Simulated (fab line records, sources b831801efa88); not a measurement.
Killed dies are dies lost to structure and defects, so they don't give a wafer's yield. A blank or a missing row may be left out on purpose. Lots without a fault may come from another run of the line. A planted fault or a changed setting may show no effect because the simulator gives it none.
Split-lot experiment | flow sky130 | 5 lots, 23 wafers read, on a route of 708 steps

THE SPLIT
At SKY_CAP2M_COAT_07 (resist thk 1140 nm), the setting resist_thk_nm was moved away from the recipe's 1140 nm on 10 of the 23 wafers read, by -4.5% to +5.6%. The other wafers ran this setting at the recipe's value.

FROM THE SPLIT TO THE READING: what the file shows between them, 4 steps
- SKY_CAP2M_SOFTBAKE_08: time 60 s
- SKY_CAP2M_EXPOSE_09: exposes mask CAP2M, target cd 1000 nm
- SKY_CAP2M_PEB_10
- SKY_CAP2M_DEVELOP_11: develop time 61.15 s

THE READING
NOVOLAK_of_CAP2M_COAT_07.thk_nm (the simulator's own value, which no gauge read), in nm, at SKY_CAP2M_METAL_ETCH_13 (etches TiN in Cl2/BCl3, stops on SiO2, target depth 220 nm, time 62.9 s). The file gives no usual value for it. The 13 wafers here that ran the recipe average 992.6 nm, standard deviation 7.6 nm.

wafer  | tool, chamber at the split | resist_thk_nm as run, nm | against the recipe | NOVOLAK_of_CAP2M_COAT_07.thk_nm, nm | against lot-mates on the recipe
L077.1 | litho_track-01, 0          | 1204                     | +5.6%              | 1061                                | +63.4
L077.2 | litho_track-01, 0          | 1140                     | recipe             | 997.1                               | -
L077.3 | litho_track-01, 0          | 1140                     | recipe             | 992.6                               | -
L077.4 | litho_track-01, 0          | 1204                     | +5.6%              | 1067                                | +69.4
L077.5 | litho_track-01, 0          | 1140                     | recipe             | 1003                                | -
L079.1 | litho_track-01, 0          | 1186                     | +4.0%              | 1040                                | +43.2
L079.2 | litho_track-01, 0          | 1140                     | recipe             | 1002                                | -
L079.3 | litho_track-01, 0          | 1140                     | recipe             | 991.5                               | -
L079.4 | litho_track-01, 0          | 1186                     | +4.0%              | 1038                                | +41.2
L079.5 | litho_track-01, 0          | 1186                     | +4.0%              | 1052                                | +55.2
L080.2 | litho_track-03, 0          | 1108                     | -2.8%              | 963.1                               | -29.9
L080.3 | litho_track-03, 0          | 1140                     | recipe             | 991.7                               | -
L080.4 | litho_track-03, 0          | 1108                     | -2.8%              | 959.3                               | -33.7
L080.5 | litho_track-03, 0          | 1108                     | -2.8%              | 959.9                               | -33.1
L080.6 | litho_track-03, 0          | 1140                     | recipe             | 994.2                               | -
L083.1 | litho_track-04, 0          | 1089                     | -4.5%              | 926.1                               | -55.3
L083.3 | litho_track-04, 0          | 1140                     | recipe             | 976.3                               | -
L083.4 | litho_track-04, 0          | 1140                     | recipe             | 977.9                               | -
L083.5 | litho_track-04, 0          | 1140                     | recipe             | 990.1                               | -
L083.6 | litho_track-04, 0          | 1089                     | -4.5%              | 941.5                               | -39.9
L085.1 | litho_track-01, 0          | 1140                     | recipe             | 994.3                               | -
L085.2 | litho_track-01, 0          | 1140                     | recipe             | 995.6                               | -
L085.4 | litho_track-01, 0          | 1140                     | recipe             | 997.1                               | -

THE FIT
A straight line over all 23 wafers: NOVOLAK_of_CAP2M_COAT_07.thk_nm changes by +12.6 nm for each +1% of resist_thk_nm; r = +0.98; the points scatter about the line by 7.1 nm.
The same after taking each lot's own level away (the mean of its wafers on the recipe; 23 wafers): +11.4 nm for each +1%; r = +0.99; scatter 5 nm.
On that fit, the largest move of resist_thk_nm shifts the reading by 64 nm.
The lots' own levels span 981.43 to 997.57 nm, that is 2.1 times the standard deviation above.
So the lot-to-lot level changes the slope: the two fits differ.
Check: with one of the wafers moved furthest among these (+5.6%) left out of the fit, the line predicts +64.9 nm for it against its lot-mates. It came out at +63.4 nm against them.

OTHER SPLITS ON THESE WAFERS
These wafers also went through other splits before the reading. Each is held against what the fit with the lots' levels taken away leaves over:
other split on the same wafers   | wafers away from the commonest value | r with NOVOLAK_of_CAP2M_COAT_07.thk_nm (lot level and that fit taken away)
SKY_CAPM_DEVELOP_11 dev_temp_c   | 8                                    | -0.22
SKY_VIA3_HDPCVD_00 time_s        | 6                                    | -0.03
SKY_VIA3_STRIP_16 pressure_mtorr | 18                                   | -0.04

THE WHOLE CHAIN: every reading that the file lists as answering this split, in the file's order
step                    | what it does                                                            | reading                                                                          | change (the file's fit)              | r (the file's)
SKY_CAP2M_COAT_07       | resist thk 1140 nm                                                      | NOVOLAK_of_CAP2M_COAT_07.thk_nm (the simulator's own value, which no gauge read) | +11.8 nm for each +1% of the setting | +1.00
SKY_CAP2M_DEVELOP_11    | develop time 61.15 s                                                    | CAP2M.cd_nm (the simulator's own value, which no gauge read)                     | +1.1 nm for each +1% of the setting  | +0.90
SKY_CAP2M_METAL_ETCH_13 | etches TiN in Cl2/BCl3, stops on SiO2, target depth 220 nm, time 62.9 s | NOVOLAK_of_CAP2M_COAT_07.thk_nm (the simulator's own value, which no gauge read) | +11.4 nm for each +1% of the setting | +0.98
SKY_CAP2M_STRIP_14      | strips in O2/N2                                                         | strip_time_to_endpoint_s                                                         | withheld for each +1% of the setting | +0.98

THE FILE'S OWN FIT
NOVOLAK_of_CAP2M_COAT_07.thk_nm changes by +11.4 nm for each +1% of resist_thk_nm, r = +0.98.
